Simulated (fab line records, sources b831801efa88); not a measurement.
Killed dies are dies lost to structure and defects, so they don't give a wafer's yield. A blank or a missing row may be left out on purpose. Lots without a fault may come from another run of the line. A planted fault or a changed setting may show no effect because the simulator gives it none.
One fault seen from 2 desks | flow sky130 | each desk has only its own numbers; what lay behind them comes last

THE METROLOGY DESK
What the gauges read, lot by lot, whatever tool the lot ran on: means of the sampled wafers that have a number. A lot is out of limits, marked OUT, if its mean lies more than 4 standard deviations from the usual mean; the brackets give that distance.
Columns: A = CAP2M_CVD_00_THK at SKY_CAP2M_THK_MEAS_01, usual 15.44 nm; B = CAP2M_TIN_RS at SKY_CAP2M_RS_MEAS_03, usual 6.91 ohm/sq; C = CAP2M_TIN_THK at SKY_CAP2M_THK_MEAS_04, usual 200.0 nm; D = CAP2M_OVL at SKY_CAP2M_OVL_MEAS_12, usual -0.4 nm
lot  | first seen here | A     | B    | C     | D
L208 | day 40 23:51    | 15.36 | 6.98 | 197.0 | 1.1
L210 | day 41 21:20    | 15.22 | 6.91 | 199.0 | -2.7
L214 | day 43 16:56    | 15.35 | 7.00 | 199.0 | -0.5
L215 | day 43 20:35    | 15.39 | 6.97 | 199.6 | -1.7
L223 | day 45 04:02    | 15.44 | 6.90 | 200.0 | -1.4
L227 | day 46 15:56    | 15.35 | 6.82 | 201.3 | -1.7
This desk's finding: nothing out of limits on any of the 6 lots.

THE TOOL OWNER'S DESK: rie_metal-04
The tool's own readings at SKY_CAP2M_METAL_ETCH_13 (etches TiN in Cl2/BCl3, stops on SiO2, target depth 220 nm, time 62.9 s): means of the sampled wafers that have a number, for each lot that ran on this tool. A lot is out of limits, marked OUT, if its mean lies more than 4 standard deviations from the usual mean; the brackets give that distance.
Columns: A = drypump_motor_current_A at SKY_CAP2M_METAL_ETCH_13, usual 5.9 A; B = mfc_cl2_sccm at SKY_CAP2M_METAL_ETCH_13, usual 60.04 sccm; C = oes_product_au at SKY_CAP2M_METAL_ETCH_13, usual 0.941 a.u.; D = run_length_s at SKY_CAP2M_METAL_ETCH_13, usual 90.9 s; E = throttle_valve_pct at SKY_CAP2M_METAL_ETCH_13, usual 21.901 %
lot  | first seen here | A   | B     | C                | D               | E
L208 | day 41 23:39    | 5.5 | 60.25 | 0.935            | 90.7            | 21.915
L214 | day 44 14:50    | 5.3 | 59.98 | 0.979 (+4.9) OUT | 87.8 (-7.6) OUT | 21.881
L215 | day 44 18:11    | 5.3 | 60.08 | 0.978 (+4.7) OUT | 88.2 (-6.7) OUT | 21.880
This desk's finding: out of limits on L214, L215; first on L214, day 44 14:50 (oes_product_au at SKY_CAP2M_METAL_ETCH_13). In limits: L208.

PUT TOGETHER
The tool owner's desk could have raised an alarm at day 44 14:50, on L214, L215.
The metrology desk saw nothing out of limits.
The metrology desk has L214, L215 on record, within its limits.
Of the lots named, all ran SKY_CAP2M_METAL_ETCH_13 on rie_metal-04.

WHAT THE SIMULATOR HAD PUT IN
Process parameter drift: rie_metal-04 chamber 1, from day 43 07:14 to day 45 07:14, at SKY_CAP2M_METAL_ETCH_13. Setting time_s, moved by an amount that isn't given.
Lots struck among those shown: L214, L215.
Hours from the fault's start to each desk's first reading out of limits: the tool owner's desk, 32.
